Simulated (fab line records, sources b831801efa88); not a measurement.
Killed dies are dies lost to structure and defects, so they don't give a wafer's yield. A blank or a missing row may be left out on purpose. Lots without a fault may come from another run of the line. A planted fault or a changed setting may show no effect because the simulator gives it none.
Which tool did it? | flow sfq_line | 13 lots, 39 wafers sampled, at 2 steps of a route of 325

WHAT THE GAUGES READ, wafer by wafer
SFQ_JJ_RS_MEAS_929: measures by four-point-probe. Usual: JJ_NB_RS 1.041 ohm/sq, standard deviation 0.014.
lot  | measured     | on            | JJ_NB_RS (ohm/sq) | flag
L903 | day 56 23:34 | film_metro-02 | 1.055 1.058 1.047 |
L904 | day 57 05:42 | film_metro-03 | 1.036 1.025 1.036 |
L905 | day 57 11:02 | film_metro-03 | 1.028 1.030 1.031 |
L906 | day 57 15:50 | film_metro-01 | 1.040 1.040 1.043 |
L907 | day 58 11:29 | film_metro-01 | 1.042 1.048 1.039 |
L912 | day 64 10:25 | film_metro-03 | 1.033 1.018 1.044 |
L915 | day 65 14:58 | film_metro-03 | 1.437 1.035 1.477 | OFF
L918 | day 66 06:34 | film_metro-02 | 1.031 1.044 1.053 |
L921 | day 67 01:10 | film_metro-03 | 1.052 1.061 1.064 |
L922 | day 67 09:01 | film_metro-02 | 1.029 1.024 1.021 |
L923 | day 67 12:40 | film_metro-01 | 1.060 1.053 1.043 |
L924 | day 67 17:34 | film_metro-01 | 1.033 1.040 1.031 |
L926 | day 68 05:32 | film_metro-01 | 1.048 1.024 1.046 |

WHICH TOOL RAN EACH LOT (tool, then ch and the chambers of the sampled wafers, then the start)
lot  | SFQ_TRILAYER_JJ_TRILAYER_DEP_SPUTTER_112
L903 | pvd_sputter-03, day 56 23:26
L904 | pvd_sputter-03, day 57 05:37
L905 | pvd_sputter-05, day 57 10:58
L906 | pvd_sputter-03, day 57 15:45
L907 | pvd_sputter-05, day 58 11:25
L912 | pvd_sputter-05, day 64 10:17
L915 | pvd_sputter-03, day 65 14:53
L918 | pvd_sputter-05, day 66 06:29
L921 | pvd_sputter-06, day 67 01:03
L922 | pvd_sputter-05, day 67 08:56
L923 | pvd_sputter-06, day 67 12:32
L924 | pvd_sputter-05, day 67 17:26
L926 | pvd_sputter-05, day 68 05:27
- SFQ_TRILAYER_JJ_TRILAYER_DEP_SPUTTER_112: material Nb, target thk 170 nm, time 113.3 s.

WHAT THE TOOLS THEMSELVES READ (means of the sampled wafers that have a number; where no wafer has one, the mark that the record gives instead)
SFQ_TRILAYER_JJ_TRILAYER_DEP_SPUTTER_112. Usual: base_pressure_pa 1.33e-06 Pa, standard deviation 9.3e-08; throttle_valve_pct 30.1 %, standard deviation 1.2.
lot  | tool           | base_pressure_pa (Pa) | throttle_valve_pct (%) | flag
L903 | pvd_sputter-03 | 1.29e-06              | 28.9                   |
L904 | pvd_sputter-03 | 1.41e-06              | 30.3                   |
L905 | pvd_sputter-05 | 1.29e-06              | 30.2                   |
L906 | pvd_sputter-03 | 1.33e-06              | 30.0                   |
L907 | pvd_sputter-05 | 1.28e-06              | 30.2                   |
L912 | pvd_sputter-05 | 1.34e-06              | 31.4                   |
L915 | pvd_sputter-03 | 1.29e-06              | 30.0                   |
L918 | pvd_sputter-05 | 1.26e-06              | 30.1                   |
L921 | pvd_sputter-06 | 1.28e-06              | 30.9                   |
L922 | pvd_sputter-05 | 1.37e-06              | 30.3                   |
L923 | pvd_sputter-06 | 1.36e-06              | 30.3                   |
L924 | pvd_sputter-05 | 1.40e-06              | 29.1                   |
L926 | pvd_sputter-05 | 1.36e-06              | 31.4                   |

THE ANSWER, worked out from the rows above alone
Rule: a lot is off if the mean of its wafers that have a number lies more than 3 standard deviations from the usual mean. A lot without any number at a reading at which 4 lots or more have one is off too. The other lots that the step has rows for count as sound. The gauges are gone through in route order, then the tools' own readings, and for those a lot's mean is taken as printed above. The first step at which some lot is off is used, and at that step the reading that is off furthest; a lot without a number counts as furthest.
Off: L915, at SFQ_JJ_RS_MEAS_929 (JJ_NB_RS).
A tool fits if, at a process step before that reading, it ran every lot that is off, and no sound lot after the first of them. The gauges at SFQ_JJ_RS_MEAS_929 are tried like those tools. One fits: pvd_sputter-03 at SFQ_TRILAYER_JJ_TRILAYER_DEP_SPUTTER_112. Its last sound lot is L906 (day 57 15:45), its first lot that is off L915 (day 65 14:53): a fault that began between those two fits.

WHAT THE SIMULATOR HAD PUT IN
Process parameter drift: pvd_sputter-03, from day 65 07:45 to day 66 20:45, at SFQ_TRILAYER_JJ_TRILAYER_DEP_SPUTTER_112. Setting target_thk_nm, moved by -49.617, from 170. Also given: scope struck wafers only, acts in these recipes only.
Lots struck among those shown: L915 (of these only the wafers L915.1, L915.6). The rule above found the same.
